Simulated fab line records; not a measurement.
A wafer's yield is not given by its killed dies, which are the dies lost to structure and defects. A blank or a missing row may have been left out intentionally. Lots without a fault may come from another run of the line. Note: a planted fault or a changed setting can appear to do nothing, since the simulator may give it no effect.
A lot that was struck, set against a sound lot -- flow sky130 -- 44 steps out of a route of 708
Sound: these wafers, L638.3, L638.4, L638.6. Struck: wafer L647.2 (L647.3, L647.4, from the same lot, were not struck and are left out); the cause is given at the end.
At each step with rows: each side's tool, then ch and its chambers, then its first start. Under that, the readings that differ: sound wafers -- struck wafers -- difference of the means -- sigmas: that difference in standard deviations of wafers without a fault.
alike: readings whose means differ by less than 2 such deviations, and words and numbers that are the same on both sides. not compared: withheld readings, readings that some wafer has no value for, bounds like >300 that may hide the same value, and numbers for which the record gives no deviation and whose values overlap.
A row with sigmas, a row that says differs or no value, or rows on one side alone: a step with any of these is where the two part. Numbers that have no deviation but don't overlap get no sigmas and don't part them. A reading missing from all wafers of one side parts the sides only when that side holds two or more wafers.

first, 2 steps without rows for these wafers: SKY_VIA3_SPUTTER_20 (material TiN, target thk 20 nm, time 80 s); SKY_VIA3_CVD_21 (deposits W, target thk 390 nm, time 117.31 s).
SKY_VIA3_RS_MEAS_22: a four-point-probe measurement.
  sound on film metro-03 at day 41 21:43; struck on film metro-04 at day 44 01:51
  alike: VIA3_W_RS
SKY_VIA3_THK_MEAS_23: measures by xrf.
  sound on film metro-03 at day 41 21:49; struck on film metro-04 at day 44 01:58
  alike: VIA3_W_THK
SKY_VIA3_CMP_24: polishes, stops on SiO2, t overpolish 20 s, target thk 0 nm.
  sound on cmp-01 ch 0,1,2, day 41 21:58; struck on cmp-01 ch 3, day 44 02:01
  alike: head pressure psi, motor current A, overpolish run s, time to endpoint s
SKY_METAL4_SPUTTER_00: material Ti, target thk 15 nm, time 10 s.
  sound on pvd sputter-01 at day 41 22:10; struck on pvd sputter-03 at day 44 02:19
  alike: throttle valve pct
then, 2 steps without rows for these wafers: SKY_METAL4_SPUTTER_01 (material TiN, target thk 20 nm, time 16.7 s); SKY_METAL4_SPUTTER_02 (material AlCu, target thk 735 nm, time 39.1 s).
SKY_METAL4_SPUTTER_03: material Ti, target thk 5 nm, time 3.3 s.
  sound on pvd sputter-01 at day 41 22:14; struck on pvd sputter-03 at day 44 02:24
  alike: throttle valve pct
then, 1 step without rows for these wafers: SKY_METAL4_SPUTTER_04 (material TiN, target thk 70 nm, time 58.3 s).
SKY_CAP2M_CVD_00: deposits SiO2, target thk 15.5 nm.
  sound on pecvd-04 ch 1,2, day 41 22:19; struck on pecvd-04 ch 1, day 44 02:28
  alike: heater power w
SKY_CAP2M_THK_MEAS_01:
  sound on film metro-02 at day 41 22:21; struck on film metro-03 at day 44 02:30
  alike: CAP2M_CVD_00_THK
SKY_CAP2M_SPUTTER_02: material TiN, target thk 200 nm, time 166.7 s.
  sound on pvd sputter-03 at day 41 22:23; struck on pvd sputter-01 at day 44 02:33
reading,sound,struck,difference,sigmas
model.TiN_of_CAP2M_SPUTTER_02.thk nm (nm),197.5 199.6 198.5,263.6,+65.1,
  alike: throttle valve pct
SKY_CAP2M_RS_MEAS_03: a four-point-probe measurement.
  sound on film metro-04 at day 41 22:32; struck on film metro-02 at day 44 02:41
reading,sound,struck,difference,sigmas
CAP2M_TIN_RS (ohm/sq),6.99 6.91 6.97,5.21,-1.75,-22
SKY_CAP2M_THK_MEAS_04: measures by xrf.
  sound on film metro-04 at day 41 22:38; struck on film metro-02 at day 44 02:47
reading,sound,struck,difference,sigmas
CAP2M_TIN_THK (nm),193.9 196.6 196.1,261.1,+65.6,+29
then, 7 steps without rows for these wafers: SKY_CAP2M_DEHYDRATE_05 (time 60 s); SKY_CAP2M_HMDS_06 (prime time 60 s); SKY_CAP2M_COAT_07 (resist thk 1140 nm); SKY_CAP2M_SOFTBAKE_08 (time 60 s); SKY_CAP2M_EXPOSE_09 (exposes mask CAP2M, target cd 1000 nm); SKY_CAP2M_PEB_10; SKY_CAP2M_DEVELOP_11 (develop time 60 s).
SKY_CAP2M_OVL_MEAS_12:
  sound on overlay-01 at day 42 22:25; struck on overlay-01 at day 45 01:09
  alike: CAP2M_OVL
SKY_CAP2M_METAL_ETCH_13: etches TiN in Cl2/BCl3, stops on SiO2, target depth 220 nm, time 62.9 s.
  sound on rie metal-04 ch 0,1, day 42 22:28; struck on rie metal-03 ch 0, day 45 01:11
reading,sound,struck,difference,sigmas
drypump motor current A (A),6.1 6.3 6.0,4.9,-1.2,-2
oes product au (a.u.),0.943 0.935 0.934,1.030,+0.093,+12
rf hours counter h (h),- - -,12,no value on the sound wafers,
throttle valve pct (%),21.594 21.599 21.592,21.532,-0.063,-6
SKY_CAP2M_STRIP_14: strips in O2/N2.
  sound on plasma asher-02 ch 0,1, day 42 22:32; struck on plasma asher-03 ch 1, day 45 01:16
reading,sound,struck,difference,sigmas
rf hours counter h (h),- - -,31,no value on the sound wafers,
  alike: drypump motor current A, o2 flow sccm, oes product au, strip time to endpoint s
then, 11 steps without rows for these wafers: SKY_CAP2M_STRIP_15 (strips in post etch residue remover, time 1200 s); SKY_CAP2M_CLEAN_16 (cleans in IPA, time 180 s); SKY_CAP2M_CLEAN_17 (cleans in O3/DIW); SKY_METAL4_DEHYDRATE_05 (time 60 s); SKY_METAL4_HMDS_06 (prime time 60 s); SKY_METAL4_COAT_07 (resist thk 60 nm); SKY_METAL4_COAT_08 (resist thk 1140 nm); SKY_METAL4_SOFTBAKE_09 (time 90 s); SKY_METAL4_EXPOSE_10 (exposes mask MM4, target cd 300 nm); SKY_METAL4_PEB_11; SKY_METAL4_DEVELOP_12 (develop time 60 s).
SKY_METAL4_CD_MEAS_13 targets a cd of 300 nm.
  sound on cd sem-01 at day 43 22:09; struck on cd sem-01 at day 45 23:13
  alike: cd nm
SKY_METAL4_OVL_MEAS_14:
  sound on overlay-02 at day 43 22:14; struck on overlay-02 at day 45 23:20
  alike: METAL4_OVL
then, 4 steps without rows for these wafers: SKY_METAL4_DESCUM_15 (chemistry O2, time 8 s); SKY_METAL4_ETCH_16 (etches BARC in N2/H2, stops on SiO2, time 88.2 s, target depth 60 nm); SKY_METAL4_ETCH_17 (etches SiO2 in C4F8/O2/Ar, stops on TiN, time 3.9 s, target depth 15 nm); SKY_METAL4_METAL_ETCH_18 (etches the open film in Cl2/BCl3, stops on SiO2, target depth 845 nm, time 183.1 s).
SKY_METAL4_STRIP_20: strips in post etch residue remover, time 1200 s.
  sound on wet bench-04 ch 3, day 43 22:41; struck on wet bench-04 ch 1, day 45 23:47
reading,sound,struck,difference,sigmas
model.TiN_of_CAP2M_SPUTTER_02.thk nm (nm),196.7 198.7 197.7,262.8,+65.1,
-- the record jumps here: 4 days lie between the struck wafers' starts before and after (it left off in module METAL4 and takes up again in module PAD_OPEN, whose first step shown is number 708 of the route) --
SKY_PAD_OPEN_PROBE_99:
  sound on prober-01 at day 47 17:49; struck on prober-02 at day 49 12:29
reading,sound,struck,difference,sigmas
killed short,39 55 42,29,-16,-3
model.etest.tester.sort n pass,413 394 400,0,-402,
model.etest.met4.line ohm um,0.139 0.1385 0.1417,111.2,+111.1,
model.etest.via4 chain.rc ohm,0.7716 0.823 0.7992,89.4,+88.6,
model.etest.tester.sort yield pct (%),83.94 80.08 81.3,0,-82,
model.etest.tester.sort_bin_4_pct (%),0 0 0,78.99,+78.99,
model.etest.met4.rs ohm sq,0.04246 0.04203 0.04325,34.26,+34.22,
model.etest.tester.sort_bin_3_pct (%),0.813 2.033 0.813,5.766,+4.546,
model.etest.met4.rs ohm sq rim less centre,0.0007711 -0.00111 8.148e-05,-2.716,-2.716,
  alike: defect limited yield, killed_at_M0_to_M3, killed_at_M4_up, killed at contacts, killed at front end, killed at other, killed dies, killed open

## WHERE THEY PART
Last at SKY_PAD_OPEN_PROBE_99 as far as this record goes, first at SKY_CAP2M_RS_MEAS_03.

WHY: what had been put in by the simulator
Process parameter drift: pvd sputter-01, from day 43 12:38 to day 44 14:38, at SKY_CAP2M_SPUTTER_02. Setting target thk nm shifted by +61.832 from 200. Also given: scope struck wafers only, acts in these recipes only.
